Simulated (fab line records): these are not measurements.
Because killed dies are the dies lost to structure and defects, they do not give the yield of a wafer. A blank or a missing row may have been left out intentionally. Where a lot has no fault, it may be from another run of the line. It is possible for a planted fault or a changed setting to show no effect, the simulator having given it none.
One fault through the eyes of 2 desks / flow gf180mcu / only its own numbers are on each desk; what lay behind them is given at the end

AT THE METROLOGY DESK
What the gauges read for every lot (on any tool): the sampled wafers with a number, averaged. The brackets show how far a lot's mean lies from the usual mean; more than 4 standard deviations puts the lot out of limits, marked OUT.
Columns: A = PASSIVATION_CVD_00_THK at GF_PASSIVATION_THK_MEAS_01, usual 999 nm; B = PASSIVATION_BOW at GF_PASSIVATION_BOW_MEAS_14, usual 134 um
lot=L145; first seen here=day 28 16:34; A=1003; B=132
lot=L146; first seen here=day 29 00:38; A=996; B=118
lot=L147; first seen here=day 29 07:16; A=987; B=138
lot=L149; first seen here=day 29 23:43; A=999; B=141
lot=L151; first seen here=day 30 08:58; A=998; B=139
lot=L152; first seen here=day 30 17:58; A=1004; B=146
lot=L153; first seen here=day 30 21:35; A=994; B=134
lot=L155; first seen here=day 31 09:38; A=1004; B=132
lot=L156; first seen here=day 31 18:23; A=1005; B=132
lot=L157; first seen here=day 31 21:16; A=995; B=126
lot=L158; first seen here=day 32 12:26; A=1001; B=128
lot=L161; first seen here=day 33 01:18; A=933 (-5.5) OUT; B=152
lot=L165; first seen here=day 33 21:27; A=990; B=138
lot=L167; first seen here=day 34 09:07; A=926 (-6.1) OUT; B=128
This desk reports L161, L167 out of limits; the earliest was L161 at day 33 01:18 (PASSIVATION_CVD_00_THK at GF_PASSIVATION_THK_MEAS_01). In limits: L145, L146, L147, L149, L151, L152, L153, L155, L156, L157, L158, L165.

AT THE TOOL OWNER'S DESK: pecvd-01
The tool's own readings at GF_PASSIVATION_CVD_00 (deposits SiO2 from TEOS, target thk 1000 nm, time 111.95 s): means of the sampled wafers that have a number, for each lot that ran on this tool. The brackets show how far a lot's mean lies from the usual mean; more than 4 standard deviations puts the lot out of limits, marked OUT.
Columns: A = heater power w at GF_PASSIVATION_CVD_00, usual 636 W; B = run length s at GF_PASSIVATION_CVD_00, usual 139.5 s
lot=L156; first seen here=day 31 18:19; A=626; B=139.2
lot=L157; first seen here=day 31 21:11; A=567; B=139.1
lot=L158; first seen here=day 32 12:22; A=595; B=139.4
lot=L161; first seen here=day 33 01:13; A=648; B=131.1 (-12) OUT
lot=L165; first seen here=day 33 21:22; A=597; B=138.8
lot=L167; first seen here=day 34 09:02; A=608; B=131.8 (-11) OUT
This desk's finding: out of limits on L161, L167; first on L161, day 33 01:13 (run length s at GF_PASSIVATION_CVD_00). In limits: L156, L157, L158, L165.

BROUGHT TOGETHER
On L161, L167, at day 33 01:13, an alarm was possible from the tool owner's desk.
The metrology desk could have raised an alarm at day 33 01:18, on L161, L167.
Every lot named ran GF_PASSIVATION_CVD_00 on pecvd-01.

WHAT WAS PUT IN BY THE SIMULATOR
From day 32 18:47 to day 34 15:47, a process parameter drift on pecvd-01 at GF_PASSIVATION_CVD_00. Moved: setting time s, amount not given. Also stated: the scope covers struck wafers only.
Struck lots among those shown: L161, L167.
Fault start to first reading out of limits, in hours, per desk: tool owner, 6; metrology, 7.
